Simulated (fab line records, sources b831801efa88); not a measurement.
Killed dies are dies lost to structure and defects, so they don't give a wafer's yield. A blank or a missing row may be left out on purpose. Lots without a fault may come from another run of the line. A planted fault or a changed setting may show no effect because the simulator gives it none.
Which tool did it? | flow gf180mcu | 13 lots, 39 wafers sampled, at 5 steps of a route of 602

WHAT THE GAUGES READ, wafer by wafer
GF_DNWELL_TW_MEAS_09. Usual: DNWELL_TW 1360, standard deviation 18.
lot  | measured    | on            | DNWELL_TW      | flag
L623 | day 2 17:59 | film_metro-03 | 1362 1367 1367 |
L624 | day 2 23:11 | film_metro-03 | 1382 1366 1367 |
L625 | day 3 05:14 | film_metro-03 | 1364 1363 1354 |
L626 | day 3 09:53 | film_metro-04 | 1350 1348 1349 |
L627 | day 3 15:11 | film_metro-04 | 1373 1361 1367 |
L628 | day 4 00:08 | film_metro-01 | 1338 1328 1330 |
L629 | day 4 02:46 | film_metro-01 | 1321 1313 1321 |
L630 | day 4 07:56 | film_metro-03 | 1362 1360 1363 |
L638 | day 6 03:05 | film_metro-03 | 1375 1371 1375 |
L639 | day 6 10:43 | film_metro-03 | 1380 1380 1387 |
L643 | day 7 06:45 | film_metro-04 | 1346 1341 1349 |
L645 | day 7 16:23 | film_metro-04 | 1348 1358 1352 |
L646 | day 7 20:29 | film_metro-04 | 1354 1357 1353 |

GF_VT_IMPLANT_TW_MEAS_43. Usual: VT_IMPLANT_4_TW 691, standard deviation 11.
lot  | measured     | on            | VT_IMPLANT_4_TW | flag
L623 | day 7 12:12  | film_metro-02 | 685 683 686     |
L624 | day 7 18:47  | film_metro-01 | 685 683 681     |
L625 | day 8 03:02  | film_metro-03 | 705 705 708     |
L626 | day 8 06:18  | film_metro-03 | 708 704 701     |
L627 | day 8 12:53  | film_metro-01 | 680 679 679     |
L628 | day 9 03:03  | film_metro-02 | 687 683 685     |
L629 | day 9 05:50  | film_metro-01 | 680 682 685     |
L630 | day 9 12:25  | film_metro-01 | 682 683 686     |
L638 | day 11 18:01 | film_metro-03 | 726 731 730     | OFF
L639 | day 12 03:31 | film_metro-03 | 730 728 726     | OFF
L643 | day 13 03:47 | film_metro-01 | 677 677 683     |
L645 | day 13 16:40 | film_metro-03 | 709 710 713     |
L646 | day 13 20:56 | film_metro-02 | 685 687 687     |

GF_CONTACT_BOW_MEAS_05. Usual: CONTACT_BOW 66 um, standard deviation 6.6.
lot  | measured     | on            | CONTACT_BOW (um) | flag
L623 | day 15 09:32 | film_metro-04 | 58 64 62         |
L624 | day 15 17:26 | film_metro-02 | 68 60 68         |
L625 | day 16 06:20 | film_metro-02 | 63 66 76         |
L626 | day 16 06:44 | film_metro-01 | 78 70 62         |
L627 | day 16 15:17 | film_metro-01 | 61 70 57         |
L628 | day 17 04:14 | film_metro-01 | 71 75 66         |
L629 | day 17 09:13 | film_metro-02 | 62 70 75         |
L630 | day 17 20:39 | film_metro-01 | 64 64 74         |
L638 | day 20 15:50 | film_metro-01 | 59 71 63         |
L639 | day 21 02:24 | film_metro-02 | 67 67 79         |
L643 | day 22 07:19 | film_metro-02 | 62 74 60         |
L645 | day 22 20:12 | film_metro-02 | 72 74 64         |
L646 | day 23 01:04 | film_metro-04 | 62 65 60         |

WHICH TOOL RAN EACH LOT (tool, then ch and the chambers of the sampled wafers, then the start)
lot  | GF_VT_IMPLANT_STRIP_09               | GF_VT_IMPLANT_IMPLANT_41
L623 | plasma_asher-03 ch 0,1, day 5 14:07  | implanter-04 ch 0, day 7 11:59
L624 | plasma_asher-01 ch 0,1, day 5 19:59  | implanter-01 ch 0, day 7 18:34
L625 | plasma_asher-02 ch 0,1, day 6 04:35  | implanter-03 ch 0, day 8 02:47
L626 | plasma_asher-03 ch 0,1, day 6 07:46  | implanter-03 ch 0, day 8 06:05
L627 | plasma_asher-01 ch 0,1, day 6 13:47  | implanter-01 ch 0, day 8 12:39
L628 | plasma_asher-03 ch 0,1, day 7 02:58  | implanter-04 ch 0, day 9 02:50
L629 | plasma_asher-03 ch 0,1, day 7 04:56  | implanter-01 ch 0, day 9 05:35
L630 | plasma_asher-03 ch 0,1, day 7 11:47  | implanter-04 ch 0, day 9 12:10
L638 | plasma_asher-01 ch 1, day 9 11:17    | implanter-01 ch 0, day 11 17:46
L639 | plasma_asher-01 ch 0,1, day 9 19:25  | implanter-01 ch 0, day 12 03:16
L643 | plasma_asher-01 ch 1, day 10 19:02   | implanter-04 ch 0, day 13 03:33
L645 | plasma_asher-01 ch 0,1, day 11 05:58 | implanter-04 ch 0, day 13 16:25
L646 | plasma_asher-01 ch 0,1, day 11 10:21 | implanter-04 ch 0, day 13 20:43
- GF_VT_IMPLANT_STRIP_09: strips in O2/N2.
- GF_VT_IMPLANT_IMPLANT_41

WHAT THE TOOLS THEMSELVES READ (means of the sampled wafers that have a number; where no wafer has one, the mark that the record gives instead)
GF_VT_IMPLANT_STRIP_09. Usual: drypump_motor_current_A 5.8 A, standard deviation 0.5; heater_power_w 342 W, standard deviation 24; oes_product_au 0.716 a.u., standard deviation 0.0048; strip_time_to_endpoint_s 12.62 s, standard deviation 0.031.
lot  | tool            | drypump_motor_current_A (A) | heater_power_w (W) | oes_product_au (a.u.) | strip_time_to_endpoint_s (s) | flag
L623 | plasma_asher-03 | 5.7                         | 359                | 0.715                 | 12.61                        |
L624 | plasma_asher-01 | 6.1                         | 330                | 0.716                 | 12.61                        |
L625 | plasma_asher-02 | 5.6                         | 310                | 0.720                 | 12.61                        |
L626 | plasma_asher-03 | 5.9                         | 370                | 0.717                 | 12.67                        |
L627 | plasma_asher-01 | 5.6                         | 332                | 0.718                 | 12.63                        |
L628 | plasma_asher-03 | 5.9                         | 373                | 0.715                 | 12.62                        |
L629 | plasma_asher-03 | 5.7                         | 365                | 0.716                 | 12.65                        |
L630 | plasma_asher-03 | 5.7                         | 360                | 0.719                 | 12.63                        |
L638 | plasma_asher-01 | 5.1                         | 327                | 0.712                 | 12.55                        |
L639 | plasma_asher-01 | 5.6                         | 335                | 0.717                 | 12.63                        |
L643 | plasma_asher-01 | 5.1                         | 335                | 0.716                 | 12.61                        |
L645 | plasma_asher-01 | 5.6                         | 324                | 0.715                 | 12.60                        |
L646 | plasma_asher-01 | 6.1                         | 327                | 0.715                 | 12.60                        |

GF_VT_IMPLANT_IMPLANT_41. Usual: beam_energy_keV 70.001, standard deviation 0.021; tilt_deg 6.996 degrees, standard deviation 0.018.
lot  | tool         | beam_energy_keV | tilt_deg (degrees) | flag
L623 | implanter-04 | 69.992          | 7.025              |
L624 | implanter-01 | 69.987          | 6.996              |
L625 | implanter-03 | 69.988          | 6.995              |
L626 | implanter-03 | 70.014          | 7.020              |
L627 | implanter-01 | 70.002          | 6.989              |
L628 | implanter-04 | 69.976          | 6.971              |
L629 | implanter-01 | 70.007          | 7.012              |
L630 | implanter-04 | 70.008          | 6.997              |
L638 | implanter-01 | 79.391          | 6.988              | OFF
L639 | implanter-01 | 79.415          | 6.993              | OFF
L643 | implanter-04 | 70.018          | 7.002              |
L645 | implanter-04 | 69.986          | 6.973              |
L646 | implanter-04 | 70.002          | 7.005              |

THE ANSWER, worked out from the rows above alone
Rule: a lot is off if the mean of its wafers that have a number lies more than 3 standard deviations from the usual mean. A lot without any number at a reading at which 4 lots or more have one is off too. The other lots that the step has rows for count as sound. The gauges are gone through in route order, then the tools' own readings, and for those a lot's mean is taken as printed above. The first step at which some lot is off is used, and at that step the reading that is off furthest; a lot without a number counts as furthest.
Off: L638, L639, at GF_VT_IMPLANT_TW_MEAS_43 (VT_IMPLANT_4_TW).
A tool fits if, at a process step before that reading, it ran every lot that is off, and no sound lot after the first of them. The gauges at GF_VT_IMPLANT_TW_MEAS_43 aren't tried: what is off there is off at GF_VT_IMPLANT_IMPLANT_41 too, on other tools, and a gauge's error can't cause that. One fits: implanter-01 at GF_VT_IMPLANT_IMPLANT_41. Its last sound lot is L629 (day 9 05:35), its first lot that is off L638 (day 11 17:46): a fault that began between those two fits.
The tool's own readings at GF_VT_IMPLANT_IMPLANT_41 bear it out: on the lots that are off they differ by more than 5 times the standard deviation of the sound lots' means. beam_energy_keV reads 79.403 there against 69.998 on the sound lots.

WHAT THE SIMULATOR HAD PUT IN
Process parameter drift: implanter-01, from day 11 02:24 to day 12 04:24, at GF_VT_IMPLANT_IMPLANT_41. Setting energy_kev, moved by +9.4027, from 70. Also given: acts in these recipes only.
Lots struck among those shown: L638, L639. The rule above found the same.
